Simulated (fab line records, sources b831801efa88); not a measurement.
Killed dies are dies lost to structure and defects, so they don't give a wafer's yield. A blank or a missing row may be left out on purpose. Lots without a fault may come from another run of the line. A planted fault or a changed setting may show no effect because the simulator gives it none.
Chamber matching | flow sky130 | SKY_SONOS_ONO_ETCH_15 on rie_diel-01: 4 sister chambers
The step etches the open film in CHF3/O2, target depth 19.52 nm, time 7.8 s. 20 wafers are shown with their chamber, then 10 later ones without.

WAFERS WITH THEIR CHAMBER
wafer  | chamber | drypump_motor_current_A (A) | oes_product_au (a.u.) | throttle_valve_pct (%)
L574.3 | 3       | 6.01                        | 1.005                 | 8.833
L574.4 | 0       | 5.94                        | 1.028                 | 8.840
L574.5 | 1       | 5.49                        | 1.012                 | 8.828
L575.1 | 1       | 5.46                        | 1.006                 | 8.825
L575.2 | 0       | 5.97                        | 1.024                 | 8.842
L575.4 | 3       | 5.97                        | 1.005                 | 8.817
L581.2 | 2       | 5.62                        | 1.006                 | 8.827
L581.3 | 3       | 5.97                        | 1.001                 | 8.811
L581.6 | 1       | 5.51                        | 0.998                 | 8.828
L582.1 | 0       | 5.93                        | 1.013                 | 8.819
L582.4 | 3       | 5.98                        | 1.007                 | 8.825
L582.5 | 3       | 5.97                        | 1.003                 | 8.817
L583.1 | 0       | 5.93                        | 1.019                 | 8.843
L583.4 | 2       | 5.61                        | 1.000                 | 8.829
L583.6 | 3       | 5.93                        | 1.010                 | 8.836
L590.2 | 2       | 5.59                        | 1.005                 | 8.810
L590.4 | 1       | 5.48                        | 0.998                 | 8.828
L590.5 | 0       | 5.95                        | 1.012                 | 8.819
L591.1 | 0       | 5.97                        | 1.010                 | 8.833
L591.2 | 2       | 5.63                        | 1.012                 | 8.831

SIGNATURES (means of the wafers above)
reading                 | chamber 0 | chamber 1 | chamber 2 | chamber 3 | scatter within a chamber
drypump_motor_current_A | 5.9483    | 5.4850    | 5.6125    | 5.9717    | 0.0211
oes_product_au          | 1.01767   | 1.00350   | 1.00575   | 1.00517   | 0.00571
throttle_valve_pct      | 8.83267   | 8.82725   | 8.82425   | 8.82317   | 0.00934
Rule: a wafer's distance from a chamber is the root of the sum, over the readings, of the square of ((its reading less the chamber's mean) divided by the reading's scatter). The wafer belongs to the nearest chamber; if the next one is less than 2 further off, it can't be placed. The scatter: the root of (the sum of the squares of (reading less its chamber's mean) over the shown wafers, divided by (wafers less chambers)).

WAFERS WITHOUT THEIR CHAMBER
wafer  | drypump_motor_current_A (A) | oes_product_au (a.u.) | throttle_valve_pct (%)
L591.4 | 5.50                        | 1.014                 | 8.835
L592.2 | 5.98                        | 1.002                 | 8.816
L592.3 | 5.61                        | 0.994                 | 8.822
L592.5 | 5.95                        | 1.002                 | 8.818
L595.3 | 6.00                        | 0.998                 | 8.821
L595.4 | 5.61                        | 1.006                 | 8.834
L595.5 | 5.61                        | 1.012                 | 8.831
L596.3 | 5.97                        | 1.010                 | 8.829
L596.4 | 5.94                        | 1.012                 | 8.837
L596.5 | 5.61                        | 1.012                 | 8.830

WHICH CHAMBER EACH WENT THROUGH
wafer  | from the rows above     | in truth
L591.4 | 1                       | 1
L592.2 | 3                       | 3
L592.3 | 2                       | 2
L592.5 | can't be placed: 3 or 0 | 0
L595.3 | 3                       | 3
L595.4 | 2                       | 2
L595.5 | 2                       | 2
L596.3 | can't be placed: 3 or 0 | 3
L596.4 | can't be placed: 0 or 3 | 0
L596.5 | 2                       | 2
Placed correctly: 7 of 10. Can't be placed from these rows: 3 (the true chamber is among the candidates in 3). Placed wrongly: 0.
